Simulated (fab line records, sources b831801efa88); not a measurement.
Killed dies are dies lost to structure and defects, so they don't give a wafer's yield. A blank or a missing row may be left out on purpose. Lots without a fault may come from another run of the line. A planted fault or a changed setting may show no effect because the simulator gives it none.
Which tool did it? | flow sfq_line | 14 lots, 42 wafers sampled, at 1 step of a route of 325

WHAT THE GAUGES READ, wafer by wafer
The record holds no reading of a measuring or inspecting step that can be judged against a usual standard deviation.

WHICH TOOL RAN EACH LOT (tool, then ch and the chambers of the sampled wafers, then the start)
lot  | SFQ_TRILAYER_M8_LITHO_COAT_193
L478 | litho_track-01 ch 0, day 81 00:00
L479 | litho_track-04 ch 0, day 82 07:00
L480 | litho_track-03 ch 0, day 82 10:00
L481 | litho_track-01 ch 0, day 82 12:00
L482 | litho_track-03 ch 0, day 82 17:00
L483 | litho_track-04 ch 0, day 82 18:00
L484 | litho_track-01 ch 0, day 85 19:00
L485 | litho_track-03 ch 0, day 89 16:00
L486 | litho_track-04 ch 0, day 89 23:00
L487 | litho_track-01 ch 0, day 94 10:00
L488 | litho_track-03 ch 0, day 95 11:00
L494 | litho_track-01 ch 0, day 96 21:00
L496 | litho_track-01 ch 0, day 97 06:00
L501 | litho_track-03 ch 0, day 98 10:00
- SFQ_TRILAYER_M8_LITHO_COAT_193: resist thk 600 nm.

WHAT THE TOOLS THEMSELVES READ (means of the sampled wafers that have a number; where no wafer has one, the mark that the record gives instead)
SFQ_TRILAYER_M8_LITHO_COAT_193.
lot  | tool           | dispense_pressure_kPa (kPa) | spin_speed_rpm (rpm)
L478 | litho_track-01 | 54                          | 3000.8
L479 | litho_track-04 | 53                          | 3000.7
L480 | litho_track-03 | 46                          | 2997.0
L481 | litho_track-01 | 54                          | 2998.0
L482 | litho_track-03 | 46                          | 3000.1
L483 | litho_track-04 | 53                          | 2999.1
L484 | litho_track-01 | 54                          | 3000.8
L485 | litho_track-03 | 46                          | 3000.3
L486 | litho_track-04 | 53                          | 2998.6
L487 | litho_track-01 | 54                          | 3000.4
L488 | litho_track-03 | 46                          | 2998.6
L494 | litho_track-01 | 54                          | 2949.0
L496 | litho_track-01 | 54                          | 2946.9
L501 | litho_track-03 | 46                          | 3001.4

THE ANSWER, worked out from the rows above alone
Rule: what is usual is taken from the lots themselves. Put in order of their means at a reading, lots are off if they are a third of the lots or fewer, leave a main group of 4 or more, and stand apart from it by a gap of 3 or more times the standard deviation of the main group's means; of several such gaps the widest counts. A main group whose means are all the same, to the digits that the tables above print for the reading, isn't used. A lot without any number at a reading at which 4 lots or more have one is off too. The other lots that the step has rows for count as sound. The gauges are gone through in route order, then the tools' own readings, and for those a lot's mean is taken as printed above. The first step at which some lot is off is used, and at that step the reading that is off furthest; a lot without a number counts as furthest.
Off: L494, L496, at SFQ_TRILAYER_M8_LITHO_COAT_193 (spin_speed_rpm). The main group: mean 2999.7 rpm, standard deviation 1.3.
A tool fits if, at that step or a process step before it, it ran every lot that is off, and no sound lot after the first of them. One fits: litho_track-01 at SFQ_TRILAYER_M8_LITHO_COAT_193. Its last sound lot is L487 (day 94 10:00), its first lot that is off L494 (day 96 21:00): a fault that began between those two fits.
The tool's own readings at SFQ_TRILAYER_M8_LITHO_COAT_193 bear it out: on the lots that are off they differ by more than 5 times the standard deviation of the sound lots' means. spin_speed_rpm reads 2947.9 rpm there against 2999.7 rpm on the sound lots.

WHAT THE SIMULATOR HAD PUT IN
Process parameter drift: litho_track-01, from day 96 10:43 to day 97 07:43, at SFQ_TRILAYER_M8_LITHO_COAT_193. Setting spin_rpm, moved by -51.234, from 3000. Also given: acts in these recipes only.
Lots struck among those shown: L494, L496. The rule above found the same.
